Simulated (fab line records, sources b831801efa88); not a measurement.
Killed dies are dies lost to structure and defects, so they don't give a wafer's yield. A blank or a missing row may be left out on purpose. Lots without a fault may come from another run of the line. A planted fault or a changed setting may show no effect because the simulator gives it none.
Which tool did it? | flow sky130 | 13 lots, 39 wafers sampled, at 4 steps of a route of 708

WHAT THE GAUGES READ, wafer by wafer
SKY_LDD_N_TW_MEAS_17. Usual: LDD_N_TW 2583, standard deviation 24.
lot  | measured     | on            | LDD_N_TW       | flag
L734 | day 17 04:52 | film_metro-03 | 2585 2557 2570 |
L735 | day 17 09:14 | film_metro-02 | 2601 2585 2601 |
L736 | day 18 01:10 | film_metro-03 | 2583 2559 2582 |
L738 | day 18 14:49 | film_metro-02 | 2586 2594 2602 |
L739 | day 19 09:51 | film_metro-02 | 2570 2570 2570 |
L740 | day 19 23:12 | film_metro-04 | 2611 2599 2604 |
L742 | day 20 16:28 | film_metro-02 | 2594 2591 2591 |
L743 | day 20 16:46 | film_metro-03 | 2559 2569 2578 |
L744 | day 21 07:19 | film_metro-02 | 2571 2590 2598 |
L748 | day 22 23:17 | film_metro-04 | 2608 2610 2584 |
L753 | day 26 08:47 | film_metro-03 | 2530 2525 2534 |
L757 | day 26 11:10 | film_metro-03 | 2538 2542 2536 |
L754 | day 26 11:29 | film_metro-03 | 2543 2542 2545 |

SKY_LDD_LDN_TW_MEAS_13. Usual: LDD_LDN_TW 1476, standard deviation 14.
lot  | measured     | on            | LDD_LDN_TW     | flag
L734 | day 22 06:33 | film_metro-03 | 1472 1466 1472 |
L735 | day 22 11:02 | film_metro-03 | 1471 1469 1473 |
L736 | day 23 03:16 | film_metro-03 | 1481 1475 1483 |
L738 | day 23 16:16 | film_metro-02 | 1490 1484 1485 |
L739 | day 24 12:09 | film_metro-02 | 1486 1478 1484 |
L740 | day 24 22:45 | film_metro-04 | 1489 1499 1501 |
L742 | day 25 16:39 | film_metro-02 | 1467 1475 1477 |
L743 | day 25 18:13 | film_metro-02 | 1477 1480 1478 |
L744 | day 26 07:52 | film_metro-04 | 1483 1497 1487 |
L748 | day 27 20:15 | film_metro-02 | 1486 1486 1480 |
L753 | day 31 02:37 | film_metro-03 | 1469 1468 1460 |
L757 | day 31 04:25 | film_metro-02 | 1472 1476 1471 |
L754 | day 31 05:59 | film_metro-03 | 1460 1465 1463 |

WHICH TOOL RAN EACH LOT (tool, then ch and the chambers of the sampled wafers, then the start)
lot  | SKY_LDD_HVN_STRIP_09                 | SKY_LDD_LDN_IMPLANT_09
L734 | plasma_asher-02 ch 0,1, day 19 16:42 | implanter-04 ch 0, day 22 06:00
L735 | plasma_asher-02 ch 0,1, day 19 21:07 | implanter-03 ch 0, day 22 10:32
L736 | plasma_asher-02 ch 0,1, day 20 14:51 | implanter-03 ch 0, day 23 02:44
L738 | plasma_asher-02 ch 0,1, day 21 03:34 | implanter-03 ch 0, day 23 15:43
L739 | plasma_asher-03 ch 1, day 21 23:15   | implanter-04 ch 0, day 24 11:36
L740 | plasma_asher-02 ch 0,1, day 22 10:45 | implanter-03 ch 0, day 24 22:12
L742 | plasma_asher-01 ch 0,1, day 23 04:33 | implanter-01 ch 0, day 25 16:06
L743 | plasma_asher-02 ch 0,1, day 23 05:51 | implanter-04 ch 0, day 25 17:40
L744 | plasma_asher-01 ch 0,1, day 23 19:25 | implanter-04 ch 0, day 26 07:19
L748 | plasma_asher-02 ch 0,1, day 25 10:49 | implanter-04 ch 0, day 27 19:45
L753 | plasma_asher-01 ch 1, day 28 17:28   | implanter-03 ch 0, day 31 02:04
L757 | plasma_asher-02 ch 0,1, day 28 20:30 | implanter-04 ch 0, day 31 03:52
L754 | plasma_asher-01 ch 0,1, day 28 20:48 | implanter-03 ch 0, day 31 05:27
- SKY_LDD_HVN_STRIP_09: strips in O2/N2.
- SKY_LDD_LDN_IMPLANT_09

WHAT THE TOOLS THEMSELVES READ (means of the sampled wafers that have a number; where no wafer has one, the mark that the record gives instead)
SKY_LDD_HVN_STRIP_09. Usual: drypump_motor_current_A 5.6 A, standard deviation 0.47; oes_product_au 0.408 a.u., standard deviation 0.0045; strip_time_to_endpoint_s 4.129 s, standard deviation 0.02.
lot  | tool            | drypump_motor_current_A (A) | oes_product_au (a.u.) | strip_time_to_endpoint_s (s) | flag
L734 | plasma_asher-02 | 6.1                         | 0.408                 | 4.148                        |
L735 | plasma_asher-02 | 6.1                         | 0.408                 | 4.140                        |
L736 | plasma_asher-02 | 5.9                         | 0.407                 | 4.113                        |
L738 | plasma_asher-02 | 6.2                         | 0.416                 | 4.166                        |
L739 | plasma_asher-03 | 5.7                         | 0.416                 | 4.116                        |
L740 | plasma_asher-02 | 6.1                         | 0.410                 | 4.112                        |
L742 | plasma_asher-01 | 5.5                         | 0.407                 | 4.126                        |
L743 | plasma_asher-02 | 6.1                         | 0.406                 | 4.140                        |
L744 | plasma_asher-01 | 5.5                         | 0.412                 | 4.146                        |
L748 | plasma_asher-02 | 5.9                         | 0.406                 | 4.115                        |
L753 | plasma_asher-01 | 5.8                         | 0.409                 | 4.138                        |
L757 | plasma_asher-02 | 5.9                         | 0.410                 | 4.166                        |
L754 | plasma_asher-01 | 5.5                         | 0.410                 | 4.109                        |

SKY_LDD_LDN_IMPLANT_09. Usual: beam_energy_keV 15.001, standard deviation 0.0044; beam_on_s 9.98 s, standard deviation 0.19.
lot  | tool         | beam_energy_keV | beam_on_s (s) | flag
L734 | implanter-04 | 15.003          | 10.13         |
L735 | implanter-03 | 14.999          | 9.85          |
L736 | implanter-03 | 15.003          | 10.11         |
L738 | implanter-03 | 14.999          | 9.80          |
L739 | implanter-04 | 15.002          | 9.94          |
L740 | implanter-03 | 14.997          | 10.02         |
L742 | implanter-01 | 15.000          | 10.00         |
L743 | implanter-04 | 14.994          | 9.84          |
L744 | implanter-04 | 14.996          | 10.07         |
L748 | implanter-04 | 15.000          | 9.79          |
L753 | implanter-03 | 16.610          | 9.92          | OFF
L757 | implanter-04 | 15.002          | 10.07         |
L754 | implanter-03 | 16.607          | 10.17         | OFF

THE ANSWER, worked out from the rows above alone
Rule: a lot is off if the mean of its wafers that have a number lies more than 3 standard deviations from the usual mean. A lot without any number at a reading at which 4 lots or more have one is off too. The other lots that the step has rows for count as sound. The gauges are gone through in route order, then the tools' own readings, and for those a lot's mean is taken as printed above. The first step at which some lot is off is used, and at that step the reading that is off furthest; a lot without a number counts as furthest.
Off: L753, L754, at SKY_LDD_LDN_IMPLANT_09 (beam_energy_keV).
A tool fits if, at that step or a process step before it, it ran every lot that is off, and no sound lot after the first of them. Can't be told from this: 2 tools fit, plasma_asher-01 at SKY_LDD_HVN_STRIP_09, implanter-03 at SKY_LDD_LDN_IMPLANT_09.

WHAT THE SIMULATOR HAD PUT IN
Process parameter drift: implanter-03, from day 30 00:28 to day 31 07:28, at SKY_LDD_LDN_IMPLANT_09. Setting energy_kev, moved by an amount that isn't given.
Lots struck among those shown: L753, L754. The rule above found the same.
